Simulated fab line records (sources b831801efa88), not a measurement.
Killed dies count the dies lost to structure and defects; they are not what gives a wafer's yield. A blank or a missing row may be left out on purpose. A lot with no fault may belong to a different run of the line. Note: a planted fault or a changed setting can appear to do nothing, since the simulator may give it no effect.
The tool behind it: which one?	flow gf180mcu	14 lots, 42 wafers sampled, at 2 steps of a route of 602

WHAT THE GAUGES SHOWED, per wafer
GF_CONTACT_RS_MEAS_25: measurement is done with a four-point probe.
lot	measured	on	CONTACT_W_RS (ohm/sq)
L944	day 16 04:50	film metro-02	0.393 0.380 0.388
L945	day 16 15:53	film metro-04	0.381 0.393 0.381
L946	day 17 01:27	film metro-01	0.378 0.386 0.377
L947	day 17 05:28	film metro-04	0.382 0.393 0.381
L949	day 17 21:42	film metro-01	0.392 0.390 0.395
L953	day 19 09:46	film metro-04	0.380 0.376 0.387
L954	day 19 20:57	film metro-02	0.395 0.392 0.395
L955	day 20 04:37	film metro-01	0.390 0.388 0.393
L956	day 20 19:16	film metro-04	0.385 0.387 0.386
L963	day 23 02:00	film metro-01	0.376 0.388 0.388
L964	day 23 10:34	film metro-01	0.385 0.378 0.387
L965	day 23 19:31	film metro-02	0.386 0.386 0.385
L966	day 23 21:55	film metro-02	0.386 0.389 0.391
L967	day 24 06:59	film metro-02	0.383 0.375 0.378

WHAT TOOL EACH LOT RAN ON (gives the tool, then ch and the chambers of the sampled wafers, and finally the start)
lot	GF_CONTACT_CVD_02
L944	pecvd-03 ch 1,2, day 15 05:56
L945	pecvd-03 ch 0,1, day 15 16:11
L946	pecvd-03 ch 0,2, day 16 01:10
L947	pecvd-01 ch 0,1,2, day 16 05:58
L949	pecvd-03 ch 0,1, day 16 21:57
L953	pecvd-02 ch 0,1, day 18 07:53
L954	pecvd-03 ch 0,1, day 18 18:55
L955	pecvd-01 ch 1,2, day 19 02:58
L956	pecvd-01 ch 0,2, day 19 17:49
L963	pecvd-02 ch 0,1,2, day 22 02:35
L964	pecvd-02 ch 1,2, day 22 09:19
L965	pecvd-01 ch 1,2, day 22 19:40
L966	pecvd-01 ch 0,1,2, day 22 21:32
L967	pecvd-01 ch 0,1, day 23 07:28
- GF_CONTACT_CVD_02: deposits SiO2 from TEOS, target thk 860 nm, time 95.992 s.

WHAT THE TOOLS THEMSELVES READ (means of the sampled wafers that have a number; where no wafer has one, the mark that the record gives instead)
GF_CONTACT_CVD_02.
lot	tool	heater power outer w (W)	heater power w (W)
L944	pecvd-03	431	750
L945	pecvd-03	369	590
L946	pecvd-03	363	677
L947	pecvd-01	349	670
L949	pecvd-03	352	560
L953	pecvd-02	435	741
L954	pecvd-03	359	578
L955	pecvd-01	326	632
L956	pecvd-01	364	672
L963	pecvd-02	406	700
L964	pecvd-02	391	682
L965	pecvd-01	285	592
L966	pecvd-01	372	689
L967	pecvd-01	361	645

THE ANSWER, worked out from the rows above alone
Rule: usual is defined by the lots themselves. Put in order of their means at a reading, lots are off if they are a third of the lots or fewer, leave a main group of 4 or more, and stand apart from it by a gap of 3 or more times the standard deviation of the main group's means; of several such gaps the widest counts. A main group is skipped when, at the precision printed for the reading in the tables above, its means are all equal. A lot without any number at a reading at which 4 lots or more have one is off too. Where the step has rows for the other lots, those lots are counted as sound. After the gauges, taken in route order, come the tools' own readings; for these a lot's mean is taken, as printed above. The first step at which some lot is off is used, and at that step the reading that is off furthest; a lot without a number counts as furthest.
No lot is off on any of the readings shown, so nothing can be concluded from this.

WHAT THE SIMULATOR PUT IN
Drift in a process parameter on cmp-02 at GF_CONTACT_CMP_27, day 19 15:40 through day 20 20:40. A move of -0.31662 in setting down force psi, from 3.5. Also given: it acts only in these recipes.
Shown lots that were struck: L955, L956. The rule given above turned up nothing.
